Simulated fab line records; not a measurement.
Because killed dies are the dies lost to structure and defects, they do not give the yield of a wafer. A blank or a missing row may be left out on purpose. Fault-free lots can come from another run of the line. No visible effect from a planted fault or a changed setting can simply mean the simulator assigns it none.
fab line records	flow sky130
record: lots: 7	wafers: 21	last-day: 50
route steps=708 shown VT_ADJUST_HVTP@94 VT_ADJUST_LVTN@97 PAD_OPEN@708
lots that met no fault: taken from a fault-free run of the same line
start-h: hours from the record's first day to the start of the lot's first wafer shown	wait-h: hours elapsed since this lot's preceding step	" repeats the value in the row above	L1.1+2: one row covering several wafers at once	- value missing, or start not given	* or withheld: withheld	< > ~ a bound
route shown NAME@n: a module of which the file shows steps, and the number in the route of the first	usual: the fault-free wafers' mean and standard deviation	same: alike in all rows	chamber/n: place in a boat	sites: readings site by site	_std_site: standard deviation of those values	_edge_site: inner sites' mean taken away from outer sites' mean	radius-mm: how far each site lies from the wafer's centre	mask NAME#n: copy n	behind: the last tool/chamber to shape the wafer	hold: what put the lot on hold/how long, in hours/how the hold closed	device: whichever transistor did not switch (one of n, p or np)	end of line: tests run on the same wafers once the route is complete	for a step that has no rows: nothing shown but its recipe	killed: dies lost to structure and defects at the first sort, not the wafer's yield	map: a wafer's dies, x killed, . not, _ none there
set.NAME: the setting as run; set.NAME@STEP: as run at that earlier step	model.NAME: the simulator's own value behind a step, which no gauge read
lots at selected steps of the route; one table per step, one row per wafer
services: the hour from which a tool's chamber was out of use, counted from the record's first day as start-h (under 0 if before that day), plus the number of hours and why
== steps ==
step: SKY_VT_ADJUST_HVTP_IMPLANT_09
recipe: species: As	energy-kev: 150	dose-cm2: 4.3e+12	tilt-deg: withheld
step: SKY_VT_ADJUST_HVTP_STRIP_10
recipe: chemistry: O2/N2	power-w: 1400	pressure-mtorr: 1500	platen-temp-c: withheld	o2-flow-sccm: 3000	n2-flow-sccm: 300	overash-fraction: 0.5
usual: chamber-pressure-mTorr: 1499.8/1.2	drypump-motor-current-A: 5.5/0.46	oes-product-au: 0.716/0.0045	strip-time-to-endpoint-s: 14.18/0.034
lot.wafer	tool	chamber	start-h	wait-h	chamber-pressure-mTorr	drypump-motor-current-A	oes-product-au	rf-hours-counter-h	strip-time-to-endpoint-s
L725.3	plasma-asher-01	0	154.60	0.1	1500.8	5.7	0.715	-	14.22
L725.4	"	1	"	"	1500.4	5.6	0.705	-	14.16
L725.6	"	1	"	"	1501.8	5.6	0.718	-	14.19
L729.2	plasma-asher-01	0	181.71	0.1	1501.8	5.7	0.723	6	14.20
L729.3	"	1	"	"	1499.9	5.6	0.711	-	14.24
L729.4	"	0	"	"	1499.7	5.7	0.713	-	14.23
L738.2	plasma-asher-01	1	240.07	0.1	1497.9	5.6	0.717	12	14.14
L738.3	"	1	"	"	1498.3	5.6	0.715	-	14.16
L738.6	"	1	"	"	1499.3	5.6	0.721	-	14.21
L739.2	plasma-asher-03	1	242.66	0.1	1502.2	5.7	0.718	56	14.22
L739.4	"	1	"	"	1500.2	5.7	0.719	-	14.24
L739.5	"	1	"	"	1500.6	5.7	0.720	-	14.23
L740.1	plasma-asher-01	0	246.06	0.1	1498.7	5.7	0.717	13	14.15
L740.4	"	1	"	"	1499.3	5.6	0.717	-	14.19
L740.6	"	1	"	"	1499.9	5.6	0.706	-	14.14
L742.2	plasma-asher-04	1	268.41	0.1	1500.2	4.8	0.715	46	14.18
L742.3	"	1	"	"	1498.9	4.8	0.714	-	14.19
L742.5	"	0	"	"	1500.4	6.2	0.718	-	14.19
L743.2	plasma-asher-01	1	278.36	0.1	1499.5	5.6	0.715	16	14.19
L743.3	"	0	"	"	1499.0	5.7	0.713	-	14.20
L743.5	"	1	"	"	1500.5	5.6	0.717	-	14.18
step: SKY_VT_ADJUST_HVTP_TW_MEAS_11
usual: VT_ADJUST_HVTP_TW: 1359/12
lot.wafer	tool	chamber	start-h	wait-h	VT_ADJUST_HVTP_TW
L725.3	film-metro-01	-	154.69	0.1	1369
L725.4	"	-	"	"	1376
L725.6	"	-	"	"	1372
L729.2	film-metro-03	-	181.82	0.1	1348
L729.3	"	-	"	"	1356
L729.4	"	-	"	"	1350
L738.2	film-metro-03	-	240.18	0.1	1339
L738.3	"	-	"	"	1339
L738.6	"	-	"	"	1337
L739.2	film-metro-03	-	242.77	0.1	1339
L739.4	"	-	"	"	1340
L739.5	"	-	"	"	1337
L740.1	film-metro-02	-	246.16	0.1	1368
L740.4	"	-	"	"	1363
L740.6	"	-	"	"	1356
L742.2	film-metro-02	-	268.52	0.1	1356
L742.3	"	-	"	"	1362
L742.5	"	-	"	"	1361
L743.2	film-metro-03	-	278.47	0.1	1340
L743.3	"	-	"	"	1333
L743.5	"	-	"	"	1335
step: SKY_VT_ADJUST_LVTN_DEHYDRATE_00
recipe: temp-c: 200	time-s: 60
step: SKY_VT_ADJUST_LVTN_HMDS_01
recipe: prime-time-s: 60	prime-temp-c: 120
step: SKY_VT_ADJUST_LVTN_COAT_02
recipe: spin-rpm: 2000	resist-thk-nm: 3000
step: SKY_VT_ADJUST_LVTN_SOFTBAKE_03
recipe: temp-c: 110	time-s: withheld
step: SKY_VT_ADJUST_LVTN_EXPOSE_04
recipe: mask-id: NWM_COMPLEMENT_LESS_NATIVE	na: 0.6	source-shape: conventional	sigma-outer: 0.6	polarization: unpolarized	target-cd-nm: 840	dose-mj: 194
step: SKY_VT_ADJUST_LVTN_PEB_05
recipe: temp-c: 115	time-s: withheld
step: SKY_VT_ADJUST_LVTN_DEVELOP_06
recipe: wall-angle-deg: 90	developer: TMAH	develop-time-s: 60	dev-temp-c: 23
step: SKY_VT_ADJUST_LVTN_OVL_MEAS_07
usual: VT_ADJUST_LVTN_OVL: 1.1/1.3
lot.wafer	tool	chamber	start-h	wait-h	VT_ADJUST_LVTN_OVL[nm]
L725.3	overlay-02	-	174.78	-	1.0
L725.4	"	-	"	"	0.8
L725.6	"	-	"	"	0.0
L729.2	overlay-02	-	203.09	-	3.6
L729.3	"	-	"	"	2.8
L729.4	"	-	"	"	1.0
L738.2	overlay-01	-	264.52	-	0.0
L738.3	"	-	"	"	1.2
L738.6	"	-	"	"	1.7
L739.2	overlay-01	-	266.94	-	3.2
L739.4	"	-	"	"	2.3
L739.5	"	-	"	"	0.5
L740.1	overlay-02	-	270.13	-	3.6
L740.4	"	-	"	"	2.3
L740.6	"	-	"	"	2.9
L742.2	overlay-01	-	293.24	-	0.6
L742.3	"	-	"	"	1.1
L742.5	"	-	"	"	0.1
L743.2	overlay-01	-	304.19	-	0.5
L743.3	"	-	"	"	1.7
L743.5	"	-	"	"	1.7
step: SKY_VT_ADJUST_LVTN_IMPLANT_08
recipe: species: B	energy-kev: 30	dose-cm2: 1.57e+12	tilt-deg: withheld
step: SKY_VT_ADJUST_LVTN_STRIP_09
recipe: chemistry: O2/N2	power-w: 1400	pressure-mtorr: 1500	platen-temp-c: withheld	o2-flow-sccm: 3000	n2-flow-sccm: 300	overash-fraction: 0.5
usual: chamber-pressure-mTorr: 1500.0/1.5	drypump-motor-current-A: 5.4/0.53	oes-product-au: 0.723/0.0047	strip-time-to-endpoint-s: 36.90/0.11
lot.wafer	tool	chamber	start-h	wait-h	chamber-pressure-mTorr	drypump-motor-current-A	oes-product-au	rf-hours-counter-h	strip-time-to-endpoint-s	model.coat_of_VT_ADJUST_LVTN_COAT_02.thk-nm
L725.3	plasma-asher-04	1	174.98	0.1	1498.6	4.8	0.721	-	36.79	0
L725.4	"	0	"	"	1499.5	6.2	0.708	-	36.69	0
L725.6	"	1	"	"	1503.2	4.8	0.723	-	36.88	0
L729.2	plasma-asher-03	1	203.27	0.1	1500.9	5.7	0.726	53	36.93	0
L729.3	"	1	"	"	1499.9	5.7	0.728	-	36.90	0
L729.4	"	0	"	"	1499.3	4.9	0.720	-	37.00	0
L738.2	plasma-asher-04	1	264.70	0.1	-	-	-	-	-	2996
L738.3	"	1	"	"	-	-	-	-	-	2997
L738.6	"	0	"	"	-	-	-	-	-	3007
L739.2	plasma-asher-02	0	267.12	0.1	-	-	-	-	-	2992
L739.4	"	0	"	"	-	-	-	-	-	2990
L739.5	"	1	"	"	-	-	-	-	-	2992
L740.1	plasma-asher-03	1	270.32	0.1	-	-	-	-	-	2989
L740.4	"	1	"	"	-	-	-	-	-	3001
L740.6	"	0	"	"	-	-	-	-	-	2992
L742.2	plasma-asher-03	1	293.42	0.1	1498.2	5.7	0.721	60	36.92	0
L742.3	"	0	"	"	1497.0	4.9	0.718	-	37.01	0
L742.5	"	1	"	"	1499.1	5.7	0.725	-	36.95	0
L743.2	plasma-asher-03	0	304.37	0.1	1499.1	4.9	0.723	61	36.97	0
L743.3	"	1	"	"	1499.6	5.7	0.723	-	36.82	0
L743.5	"	1	"	"	1502.8	5.7	0.725	-	36.98	0
step: SKY_VT_ADJUST_LVTN_TW_MEAS_10
usual: VT_ADJUST_LVTN_TW: 241.9/2.3
lot.wafer	tool	chamber	start-h	wait-h	VT_ADJUST_LVTN_TW
L725.3	film-metro-04	-	175.07	0.1	242.6
L725.4	"	-	"	"	243.9
L725.6	"	-	"	"	242.1
L729.2	film-metro-04	-	203.38	0.1	243.9
L729.3	"	-	"	"	243.7
L729.4	"	-	"	"	244.2
L738.2	film-metro-04	-	264.81	0.1	244.0
L738.3	"	-	"	"	243.1
L738.6	"	-	"	"	244.5
L739.2	film-metro-03	-	267.23	0.1	236.8
L739.4	"	-	"	"	236.5
L739.5	"	-	"	"	239.6
L740.1	film-metro-03	-	270.42	0.1	237.7
L740.4	"	-	"	"	237.1
L740.6	"	-	"	"	237.9
L742.2	film-metro-03	-	293.53	0.1	239.4
L742.3	"	-	"	"	238.8
L742.5	"	-	"	"	239.9
L743.2	film-metro-03	-	304.48	0.1	239.1
L743.3	"	-	"	"	238.6
L743.5	"	-	"	"	239.4
step: SKY_VT_ADJUST_LVTN_DEHYDRATE_11
recipe: temp-c: 200	time-s: 60
step: SKY_VT_ADJUST_LVTN_HMDS_12
recipe: prime-time-s: 60	prime-temp-c: 120
step: SKY_VT_ADJUST_LVTN_COAT_13
recipe: resist: NOVOLAK	spin-rpm: 3000	resist-thk-nm: 1140
step: SKY_VT_ADJUST_LVTN_SOFTBAKE_14
recipe: temp-c: 90	time-s: 60	resist: NOVOLAK
step: SKY_VT_ADJUST_LVTN_EXPOSE_15
recipe: mask-id: HVN_STD_DERIVED	na: 0.6	source-shape: conventional	sigma-outer: 0.6	polarization: unpolarized	target-cd-nm: 600	dose-mj: 163
step: SKY_VT_ADJUST_LVTN_PEB_16
recipe: temp-c: withheld	time-s: *	resist: NOVOLAK
step: SKY_VT_ADJUST_LVTN_DEVELOP_17
recipe: resist: NOVOLAK	developer: TMAH	develop-time-s: 60	dev-temp-c: 23
step: SKY_VT_ADJUST_LVTN_OVL_MEAS_18
usual: VT_ADJUST_LVTN_01_OVL: 0.6/1.5
lot.wafer	tool	chamber	start-h	wait-h	VT_ADJUST_LVTN_01_OVL[nm]
L725.3	overlay-02	-	196.38	0.1	-0.5
L725.4	"	-	"	"	-0.2
L725.6	"	-	"	"	-0.2
L729.2	overlay-01	-	224.86	0.1	1.1
L729.3	"	-	"	"	1.4
L729.4	"	-	"	"	2.6
L738.2	overlay-01	-	289.49	0.1	-1.4
L738.3	"	-	"	"	-0.5
L738.6	"	-	"	"	0.5
L739.2	overlay-02	-	291.86	0.1	1.3
L739.4	"	-	"	"	2.8
L739.5	"	-	"	"	1.6
L740.1	overlay-01	-	295.06	0.1	1.0
L740.4	"	-	"	"	2.2
L740.6	"	-	"	"	2.6
L742.2	overlay-02	-	319.41	0.1	1.7
L742.3	"	-	"	"	1.7
L742.5	"	-	"	"	1.1
L743.2	overlay-01	-	330.47	0.1	2.1
L743.3	"	-	"	"	1.6
L743.5	"	-	"	"	2.1
step: SKY_VT_ADJUST_LVTN_IMPLANT_19
recipe: species: B	energy-kev: 30	dose-cm2: 6.5e+11	tilt-deg: withheld
step: SKY_VT_ADJUST_LVTN_STRIP_20
recipe: chemistry: O2/N2	power-w: 1400	pressure-mtorr: 1500	platen-temp-c: withheld	o2-flow-sccm: 3000	n2-flow-sccm: 300	overash-fraction: 0.5
usual: chamber-pressure-mTorr: 1500.1/1.4	drypump-motor-current-A: 5.4/0.54	oes-product-au: 0.715/0.0044	strip-time-to-endpoint-s: 14.17/0.04
lot.wafer	tool	chamber	start-h	wait-h	chamber-pressure-mTorr	drypump-motor-current-A	oes-product-au	rf-hours-counter-h	strip-time-to-endpoint-s
L725.3	plasma-asher-03	1	196.58	0.1	1497.8	5.7	0.718	-	14.19
L725.4	"	0	"	"	1499.5	4.9	0.713	-	14.22
L725.6	"	1	"	"	1501.2	5.7	0.720	-	14.22
L729.2	plasma-asher-02	1	225.04	0.1	1500.5	5.0	0.720	53	14.15
L729.3	"	1	"	"	1501.0	5.0	0.717	-	14.18
L729.4	"	0	"	"	1502.3	5.9	0.720	-	14.23
L738.2	plasma-asher-02	1	289.67	0.1	1499.2	5.0	0.722	60	58.66
L738.3	"	1	"	"	1502.7	5.0	0.732	-	58.68
L738.6	"	1	"	"	1499.5	5.0	0.731	-	58.85
L739.2	plasma-asher-02	0	292.04	0.1	1501.4	5.9	0.736	60	58.53
L739.4	"	0	"	"	1501.9	5.9	0.729	-	58.52
L739.5	"	1	"	"	1500.8	5.0	0.728	-	58.55
L740.1	plasma-asher-04	0	295.24	0.1	1500.8	6.2	0.724	48	58.57
L740.4	"	0	"	"	1499.3	6.2	0.730	-	58.78
L740.6	"	1	"	"	1501.9	4.8	0.736	-	58.65
L742.2	plasma-asher-04	1	319.59	0.1	1498.2	4.8	0.718	50	14.22
L742.3	"	0	"	"	1500.9	6.2	0.726	-	14.16
L742.5	"	0	"	"	1502.0	6.2	0.709	-	14.18
L743.2	plasma-asher-02	1	330.65	0.1	1501.6	5.0	0.714	64	14.17
L743.3	"	1	"	"	1499.9	5.0	0.712	-	14.17
L743.5	"	0	"	"	1498.8	5.9	0.720	-	14.14
step: SKY_VT_ADJUST_LVTN_TW_MEAS_21
usual: VT_ADJUST_LVTN_2_TW: 188.8/1.5
lot.wafer	tool	chamber	start-h	wait-h	hold	VT_ADJUST_LVTN_2_TW
L725.3	film-metro-01	-	196.67	0.1	-	188.8
L725.4	"	-	"	"	-	189.3
L725.6	"	-	"	"	-	188.9
L729.2	film-metro-04	-	225.15	0.1	-	190.5
L729.3	"	-	"	"	-	190.7
L729.4	"	-	"	"	-	189.7
L738.2	film-metro-03	-	289.78	0.1	await-dispo/0.2h/release	30.0
L738.3	"	-	"	"	await-dispo/0.2h/release	29.9
L738.6	"	-	"	"	await-dispo/0.2h/release	29.9
L738.2	film-metro-03	-	290.01	0.2	-	29.9
L738.3	"	-	"	"	-	29.8
L738.6	"	-	"	"	-	29.8
L739.2	film-metro-01	-	292.15	0.1	await-dispo/0.2h/release	30.3
L739.4	"	-	"	"	await-dispo/0.2h/release	30.2
L739.5	"	-	"	"	await-dispo/0.2h/release	30.2
L739.2	film-metro-01	-	292.38	0.2	-	30.3
L739.4	"	-	"	"	-	30.1
L739.5	"	-	"	"	-	30.2
L740.1	film-metro-01	-	295.34	0.1	await-dispo/0.2h/release	30.3
L740.4	"	-	"	"	await-dispo/0.2h/release	30.1
L740.6	"	-	"	"	await-dispo/0.2h/release	30.2
L740.1	film-metro-01	-	295.57	0.2	-	30.1
L740.4	"	-	"	"	-	30.2
L740.6	"	-	"	"	-	30.1
L742.2	film-metro-03	-	319.70	0.1	-	186.3
L742.3	"	-	"	"	-	186.9
L742.5	"	-	"	"	-	186.7
L743.2	film-metro-01	-	330.76	0.1	-	190.5
L743.3	"	-	"	"	-	189.7
L743.5	"	-	"	"	-	190.1
step: SKY_PAD_OPEN_PROBE_99
usual: defect-limited-yield: 82.8/2	killed_at_M0_to_M3: 43/7.2	killed_at_M4_up: 3.0/2	killed-at-contacts: 24/5.5	killed-at-front-end: 15/4.2	killed-at-other: 0.3/0.51	killed-dies: 85/10	killed-open: 46/7.3	killed-short: 38/6.4	sort_bin_3_pad_short: 0.9/0.42	sort_bin_5_function: 10.3/1.5	sort_bin_6_memory: 6.0/1.2	sort-n-pass: 407/10	sort-yield-pct: 82.8/2
same: gross-dies: 492	killed-at-back-side: 0	sort_bin_4_leakage[%]: 0	sort_bin_8_speed[%]: 0
lot.wafer	tool	chamber	start-h	wait-h	defect-limited-yield[%]	killed_at_M0_to_M3	killed_at_M4_up	killed-at-contacts	killed-at-front-end	killed-at-other	killed-dies	killed-open	killed-short	sort_bin_3_pad_short[%]	sort_bin_5_function[%]	sort_bin_6_memory[%]	sort-n-pass	sort-yield-pct[%]
L729.2	prober-01	-	1139.27	0.1	82.7	44	1	20	20	0	85	48	37	0.6	10.4	6.3	407	82.7
L729.3	prober-01	-	1139.32	0.2	79.5	50	3	27	20	1	101	61	40	0.4	13.2	6.9	391	79.5
L729.4	prober-01	-	1139.37	0.2	80.5	52	1	24	18	1	96	58	38	1.2	11.8	6.5	396	80.5
killed by level:class
L729.2 VIA1:geometric-particle:open=12 LI_CONTACT:geometric-particle:open=9 METAL1:geometric-particle:short=9 VIA2:geometric-particle:open=7 FIELD_ISO:geometric-particle:short=6 CONTACT:geometric-particle:open=6 FIELD_ISO:geometric-particle:open=4 POLY_GATE:geometric-particle:short=4
L729.3 VIA1:geometric-particle:open=13 CONTACT:geometric-particle:open=11 LI_CONTACT:geometric-particle:open=8 VIA2:geometric-particle:open=7 FIELD_ISO:geometric-particle:open=6 METAL1:geometric-particle:short=6 VIA3:geometric-particle:short=6 LOCAL_INTERCONNECT:geometric-particle:short=5
L729.4 VIA1:geometric-particle:open=19 LI_CONTACT:geometric-particle:open=9 CONTACT:geometric-particle:open=6 VIA1:geometric-particle:short=6 FIELD_ISO:geometric-particle:short=5 VIA2:geometric-particle:open=5 VIA2:geometric-particle:short=4 VIA3:geometric-particle:open=4
== services ==
tool	chamber	start-h	hours	kind
plasma-asher-03	-	217.29	0.4	repair
plasma-asher-03	-	221.42	2.7	pm
plasma-asher-04	-	229.96	6.4	pm
plasma-asher-01	-	237.25	0.3	repair
plasma-asher-04	-	242.20	0.6	repair
plasma-asher-03	-	257.56	10.5	pm
plasma-asher-04	-	276.21	4.3	pm
plasma-asher-01	-	292.43	1.3	repair
== key ==
first-sign: step: SKY_VT_ADJUST_LVTN_STRIP_09	reading: tool-record	direction: missing
effect: step: SKY_VT_ADJUST_LVTN_STRIP_20	reading: strip-time-to-endpoint-s	direction: up	sigmas: 99+	usual: *	struck: *
effect: step: SKY_VT_ADJUST_LVTN_TW_MEAS_21	reading: visit	direction: added
effect: step: SKY_VT_ADJUST_LVTN_TW_MEAS_21	reading: VT_ADJUST_LVTN_2_TW	direction: down	sigmas: 99+	usual: 188.8	struck: 30.1
model-effect: step: SKY_VT_ADJUST_LVTN_STRIP_09	value: coat_of_VT_ADJUST_LVTN_COAT_02.thk-nm	without: 0	struck: 2995
met-at SKY_VT_ADJUST_LVTN_STRIP_09
struck-wafers L738.2,L738.3,L738.6,L739.2,L739.4,L739.5,L740.1,L740.4,L740.6
scrapped-behind SKY_VT_ADJUST_LVTN_TW_MEAS_21 L738.2,L738.3,L738.6,L739.2,L739.4,L739.5,L740.1,L740.4,L740.6
onset-between 203.27 264.70
fault: kind: skipped-step-whole	tool: plasma-asher-02,plasma-asher-03,plasma-asher-04	chamber: -	onset-h: 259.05	steps: SKY_VT_ADJUST_LVTN_STRIP_09	scope: struck-lots-only
